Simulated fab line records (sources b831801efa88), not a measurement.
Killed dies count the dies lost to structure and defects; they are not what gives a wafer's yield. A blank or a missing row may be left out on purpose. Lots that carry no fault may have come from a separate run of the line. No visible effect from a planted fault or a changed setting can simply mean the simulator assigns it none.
Struck lot and sound lot, side by side :: flow sky130 :: 44 out of 708 route steps
Sound: the wafers L751.1, L751.4, L751.5. The struck wafers were L764.2, L764.3, L764.5. At the end, the cause is stated.
Per side, at each step with rows, come the tool, then ch with its chambers, and then its first start. Under that, the readings that differ: sound wafers :: struck wafers :: difference of the means :: sigmas: that difference in standard deviations of wafers without a fault.
alike: readings with means less than 2 such deviations apart, plus words and numbers identical on both sides. not compared: withheld readings, readings lacking a value on some wafer, bounds such as >300 that could conceal the same value, and numbers that have no deviation in the record and whose values overlap.
Wherever a step has rows on one side only, a row that says differs or no value, or a row with sigmas, the two part there. Non-overlapping numbers with no deviation appear without sigmas and do not part them. Lack of a reading on every wafer of one side parts them only where that side has two or more wafers.

SKY_FIELD_ISO_STRIP_16: strips in O2/N2.
  sound on plasma asher-04 ch 0,1, day 2 10:47; struck on plasma asher-03 ch 0,1, day 5 06:02
  alike: drypump motor current A, n2 flow sccm, oes product au, strip time to endpoint s
  not compared: rf hours counter h
SKY_FIELD_ISO_ETCH_17: etches Si in HBr/Cl2/O2, target depth 342 nm, time 97.7 s.
  sound on rie si-01 ch 0,1,2, day 2 10:53; struck on rie si-02 ch 1,2,3, day 5 06:08
  alike: drypump motor current A, oes product au, run length s, throttle valve pct
  not compared: rf hours counter h
then, 5 steps without rows for these wafers: SKY_FIELD_ISO_WET_ETCH_18 (etches Si3N4 in H3PO4, target depth 25 nm, time 286 s); SKY_FIELD_ISO_CLEAN_19 (cleans in SC1/SC2, time 150 s); SKY_FIELD_ISO_CLEAN_20 (cleans in dHF, time 20 s); SKY_FIELD_ISO_WET_ETCH_21 (etches SiO2 in dHF, target depth 20 nm, time 400 s); SKY_FIELD_ISO_OXIDATION_22 (stabilise 600 s, purge 300 s, target thk 10 nm).
SKY_FIELD_ISO_THK_MEAS_23:
  sound on film metro-01, day 2 12:24; struck on film metro-02, day 5 07:59
  alike: FIELD_ISO_OXIDATION_01_THK
then, 1 step without rows for these wafers: SKY_FIELD_ISO_CVD_24 (deposits SiO2, target thk 595 nm, time 99.2 s).
SKY_FIELD_ISO_THK_MEAS_25:
  sound on film metro-03, day 2 12:32; struck on film metro-02, day 5 08:07
reading: FIELD_ISO_CVD_24_THK (nm)
sound: 617 599 615
struck: 602 589 599
difference: -14
sigmas: -2
then, 1 step without rows for these wafers: SKY_FIELD_ISO_ANNEAL_26 (time 1800 s).
SKY_FIELD_ISO_CMP_27: polishes, stops on Si3N4, t overpolish 16 s, target thk 457.8 nm.
  sound on cmp-01 ch 0,1,3, day 2 14:11; struck on cmp-01 ch 1,2, day 5 10:58
  alike: head pressure psi, motor current A, overpolish run s, time to endpoint s
SKY_FIELD_ISO_WET_ETCH_28: etches SiO2 in dHF, target depth 23.7 nm, time 47 s.
  sound on wet bench-03 ch 0, day 2 14:23; struck on wet bench-04 ch 0, day 5 11:16
reading: run length s (s)
sound: 80 80 80
struck: 107 107 107
difference: +27
sigmas: +8

reading: model.SiO2_of_FIELD_ISO_CVD_24.thk nm (nm)
sound: 431.6 433.2 432.9
struck: 414.9 417 417.3
difference: -16.2
sigmas: 
then, 4 steps without rows for these wafers: SKY_FIELD_ISO_WET_ETCH_29 (etches Si3N4 in H3PO4, target depth 160 nm, time 1825 s); SKY_FIELD_ISO_WET_ETCH_30 (etches SiO2 in dHF, target depth 25 nm, time 50 s); SKY_NWELL_CLEAN_00 (cleans in SC1/SC2, time 150 s); SKY_NWELL_OXIDATION_01 (stabilise 600 s, purge 300 s, target thk 10 nm).
SKY_NWELL_THK_MEAS_02:
  sound on film metro-03, day 2 16:53; struck on film metro-01, day 5 15:21
reading: NWELL_OXIDATION_THK (nm)
sound: 10.24 10.24 10.48
struck: 9.83 9.77 9.94
difference: -0.47
sigmas: -3
then, 8 steps without rows for these wafers: SKY_DNWELL_DEHYDRATE_00 (time 60 s); SKY_DNWELL_HMDS_01 (prime time 60 s); SKY_DNWELL_COAT_02 (resist thk 3051 nm); SKY_DNWELL_SOFTBAKE_03; SKY_DNWELL_EXPOSE_04 (exposes mask DNM, target cd 3000 nm); SKY_DNWELL_PEB_05; SKY_DNWELL_DEVELOP_06 (develop time 60 s); SKY_DNWELL_IMPLANT_07.
SKY_DNWELL_STRIP_08: strips in O2/N2.
  sound on plasma asher-03 ch 0,1, day 3 08:13; struck on plasma asher-03 ch 0,1, day 6 10:15
  alike: drypump motor current A, n2 flow sccm, oes product au, strip time to endpoint s
  not compared: rf hours counter h
SKY_DNWELL_TW_MEAS_09:
  sound on film metro-01, day 3 08:23; struck on film metro-01, day 6 10:22
reading: DNWELL_TW
sound: 1108 1105 1106
struck: 1131 1129 1122
difference: +21
sigmas: +3
then, 7 steps without rows for these wafers: SKY_PWDE_DEHYDRATE_00 (time 60 s); SKY_PWDE_HMDS_01 (prime time 60 s); SKY_PWDE_COAT_02 (resist thk 3000 nm); SKY_PWDE_SOFTBAKE_03; SKY_PWDE_EXPOSE_04 (exposes mask PWDEM, target cd 840 nm); SKY_PWDE_PEB_05; SKY_PWDE_DEVELOP_06 (develop time 60 s).
SKY_PWDE_OVL_MEAS_07:
  sound on overlay-02, day 3 23:31; struck on overlay-02, day 7 04:40
  alike: PWDE_OVL
after that, 1 step had no rows for these wafers: SKY_PWDE_IMPLANT_08.
SKY_PWDE_STRIP_09: strips in O2/N2.
  sound on plasma asher-04 ch 0,1, day 3 23:42; struck on plasma asher-01 ch 0, day 7 04:51
  alike: drypump motor current A, n2 flow sccm, oes product au, strip time to endpoint s
  not compared: rf hours counter h
SKY_PWDE_TW_MEAS_10:
  sound on film metro-01, day 3 23:48; struck on film metro-04, day 7 04:58
  alike: PWDE_TW
then, 3 steps without rows for these wafers: SKY_NWELL_DEHYDRATE_03 (time 60 s); SKY_NWELL_HMDS_04 (prime time 60 s); SKY_NWELL_COAT_05 (resist thk 3000 nm).
-- the record jumps here: 26 days lie between the struck wafers' starts before and after (it left off in module NWELL and takes up again in module SALICIDE, whose first step shown is number 361 of the route) --
SKY_SALICIDE_CLEAN_00: cleans in HF-last, time 30 s.
  sound on wet bench-01 ch 0, day 27 22:22; struck on wet bench-01 ch 2, day 32 20:10
reading: model.SiO2_of_FIELD_ISO_CVD_24.thk nm (nm)
sound: 356.8 358.4 358
struck: 339.2 341.3 341.8
difference: -17.0
sigmas: 
-- the record jumps here: 16 days lie between the struck wafers' starts before and after (it left off in module SALICIDE and takes up again in module PAD_OPEN, whose first step shown is number 708 of the route) --
SKY_PAD_OPEN_PROBE_99:
  sound on prober-02, day 45 19:49; struck on prober-02, day 49 05:23
reading: model.etest.res_p_drift_20v.rs ohm sq
sound: 1.009e+04 1.004e+04 9866
struck: 8788 8627 9438
difference: -1048
sigmas: 

reading: model.etest.pfet_16v.r on ohm um
sound: 1.61e+04 1.61e+04 1.59e+04
struck: 1.48e+04 1.462e+04 1.526e+04
difference: -1.14e+03
sigmas: 

reading: model.etest.cap poly to well.c af um2
sound: 87.87 87.49 87.76
struck: 95.12 95.01 92.62
difference: +6.54
sigmas: 

reading: model.etest.sram nfet pass.off log10 a um
sound: -12.91 -13.06 -13.29
struck: -12.16 -12.62 -12.5
difference: +0.66
sigmas: 

reading: model.etest.sram nfet pass.vt v (V)
sound: 0.6791 0.6967 0.733
struck: 0.6418 0.6531 0.6681
difference: -0.0486
sigmas: 
  alike: killed_at_M0_to_M3, killed_at_M4_up, killed at contacts, killed at front end, killed at other, killed dies, killed open, killed short
  not compared: model.etest.cap li to poly.c af um2, model.etest.field p.vt v, model.etest.field n.vt v

WHERE THEY PART
Last at SKY_DNWELL_TW_MEAS_09 as far as this record goes, first at SKY_FIELD_ISO_THK_MEAS_25. Later steps at which nothing parts them and some readings are alike: SKY_PWDE_OVL_MEAS_07, SKY_PWDE_STRIP_09, SKY_PWDE_TW_MEAS_10, SKY_PAD_OPEN_PROBE_99.

WHY: what had been put in by the simulator
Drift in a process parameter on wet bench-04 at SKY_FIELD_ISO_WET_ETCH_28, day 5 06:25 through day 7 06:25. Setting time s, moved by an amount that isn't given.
